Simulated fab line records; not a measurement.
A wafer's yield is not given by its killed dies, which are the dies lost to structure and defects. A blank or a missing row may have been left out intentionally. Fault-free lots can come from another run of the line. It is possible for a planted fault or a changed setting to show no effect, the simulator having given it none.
Code-filled problem report in 8D (eight disciplines) form :: flow sky130 :: the parts of the form that need people (team, actions taken, sign-off) are left out

1. THE PROBLEM
Wafers free of any fault read 932 nm (standard deviation 9.6) for LI_CONTACT_HDPCVD_THK at SKY_LI_CONTACT_THK_MEAS_01, against a mean of 1355 nm on 2 wafers of 2 lots. Measured from the usual mean, that is +44 standard deviations.
First seen on wafer L879.4, day 32 20:29, on film-metro-03. Wafers with a number at this step in the record: 42, from 14 lots. By rule, "out" or "out of limits" means more than 4 standard deviations away from the usual mean. Any other wafer with a number is counted as sound.

2. WHAT IT IS AND WHAT IT IS NOT
question: which readings at this step
is: LI_CONTACT_HDPCVD_THK
is not: -

question: which lots
is: L879, L880
is not: L864, L865, L867, L868, L869, L870, L871, L872, L873, L882, L886, L887

question: which wafers of those lots
is: L879.4, L880.5
is not: L879.1, L879.3, L880.1, L880.2

question: read on which gauges
is: film-metro-03
is not: film-metro-02, film-metro-04

question: when
is: from day 32 20:29
is not: up to then (29 sound wafers); but 11 sound wafers of L880, L882, L886, L887 came after

3. SUSPECTS, AND WHAT RULES EACH OUT
Counting: any tool at a process step up to the reading remains a suspect provided it ran every lot that is out. Sound lots after the first of them don't rule it out here, since some wafers of a struck lot are sound.
- ruled out: the gauge at SKY_LI_CONTACT_THK_MEAS_01. All the wafers that are out were read on film-metro-03, but those of them that SKY_LI_CONTACT_CMP_02 has rows for are out there too, on other tools.
- hdpcvd-01 at SKY_LI_CONTACT_HDPCVD_00 (deposits PSG, target thk 930 nm, time 155 s): kept. It processed each lot that is out (first: L879, day 32 20:23); up to then, its last sound lot is L873 (day 31 00:33).
After counting, what remains is hdpcvd-01 at SKY_LI_CONTACT_HDPCVD_00.

4. THE CAUSE (what the simulator had put in)
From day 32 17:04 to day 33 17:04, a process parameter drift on hdpcvd-01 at SKY_LI_CONTACT_HDPCVD_00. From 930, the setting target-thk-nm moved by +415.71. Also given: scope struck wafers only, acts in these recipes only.
Counting left only this tool.

5. THE CHAIN OF EFFECTS, in route order
Each row: a reading whose mean over the struck wafers that have a number lies more than 3 standard deviations from the usual. Scope: only readings with a usual standard deviation given in the record; hours: median across lots of the time from each lot's start at the first step in this table that gives one to its start at this step; sigmas: change in usual standard deviations.
hours: 0
step: SKY_LI_CONTACT_THK_MEAS_01
reading: LI_CONTACT_HDPCVD_THK
usual: 932 nm
on struck wafers: 1355
change: +423
sigmas: +44

hours: 0
step: SKY_LI_CONTACT_CMP_02
reading: time-to-endpoint-s
usual: 31.5 s
on struck wafers: 70.2
change: +38.7
sigmas: +14
Here are the process steps it includes:
- SKY_LI_CONTACT_CMP_02: polishes PSG.

6. HOW IT WOULD HAVE BEEN CAUGHT EARLIER
The first out-of-limits reading at a measuring or inspecting step in this record came at day 32 20:29, 3 hours after the fault's start at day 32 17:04.
Of the lots that are out (2), L880 began SKY_LI_CONTACT_HDPCVD_00 on hdpcvd-01 after day 32 20:29. Putting the tool on hold at that point would have spared it.
